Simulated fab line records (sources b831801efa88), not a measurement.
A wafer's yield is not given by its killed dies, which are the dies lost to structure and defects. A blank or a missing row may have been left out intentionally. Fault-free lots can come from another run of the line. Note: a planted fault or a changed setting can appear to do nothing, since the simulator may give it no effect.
Matching of chambers :: flow sky130 :: 4 sister chambers for SKY_METAL4_ETCH_17 on rie_diel-02
The step etches SiO2 in C4F8/O2/Ar, stops on TiN, time 3.9 s, target depth 15 nm. 8 wafers are shown with their chamber, then 8 later ones without.

== WAFERS WITH THEIR CHAMBER ==
wafer: L578.5
chamber: 1
oes_product_au (a.u.): 0.766

wafer: L579.1
chamber: 3
oes_product_au (a.u.): 0.744

wafer: L580.1
chamber: 2
oes_product_au (a.u.): 0.752

wafer: L582.2
chamber: 1
oes_product_au (a.u.): 0.752

wafer: L582.5
chamber: 3
oes_product_au (a.u.): 0.759

wafer: L583.3
chamber: 2
oes_product_au (a.u.): 0.764

wafer: L583.6
chamber: 0
oes_product_au (a.u.): 0.755

wafer: L584.1
chamber: 0
oes_product_au (a.u.): 0.752

== WAFERS MISSING THEIR CHAMBER ==
wafer: L584.4
oes_product_au (a.u.): 0.764

wafer: L584.5
oes_product_au (a.u.): 0.748

wafer: L594.3
oes_product_au (a.u.): 0.747

wafer: L594.5
oes_product_au (a.u.): 0.762

wafer: L594.6
oes_product_au (a.u.): 0.762

wafer: L596.1
oes_product_au (a.u.): 0.754

wafer: L596.3
oes_product_au (a.u.): 0.736

wafer: L596.4
oes_product_au (a.u.): 0.757

== CHAMBER TAKEN BY EACH ==
wafer: L584.4
from the rows above: can't be placed: 1 or 2 or 0 or 3
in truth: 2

wafer: L584.5
from the rows above: can't be placed: 3 or 0 or 2 or 1
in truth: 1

wafer: L594.3
from the rows above: can't be placed: 3 or 0 or 2 or 1
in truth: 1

wafer: L594.5
from the rows above: can't be placed: 1 or 2 or 0 or 3
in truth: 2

wafer: L594.6
from the rows above: can't be placed: 1 or 2 or 0 or 3
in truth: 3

wafer: L596.1
from the rows above: can't be placed: 0 or 3 or 2 or 1
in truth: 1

wafer: L596.3
from the rows above: can't be placed: 3 or 0 or 2 or 1
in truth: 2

wafer: L596.4
from the rows above: can't be placed: 2 or 1 or 0 or 3
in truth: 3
0 of 8 placed correctly. Can't be placed from these rows: 8 (the true chamber is among the candidates in 8). Placed wrongly: 0.
How it was worked out, from the rows above alone: a wafer's distance from a chamber is the root of the sum, over the readings, of the square of ((its reading less the chamber's mean) divided by the reading's scatter). If the next closest chamber is less than 2 further off than the closest, the wafer can't be placed; otherwise it belongs to the closest. Each chamber's mean is taken over the wafers shown for it. How the scatter is found: for the shown wafers, subtract from each reading the mean of its chamber, square and add these, divide the total by (wafers less chambers), then take the root.
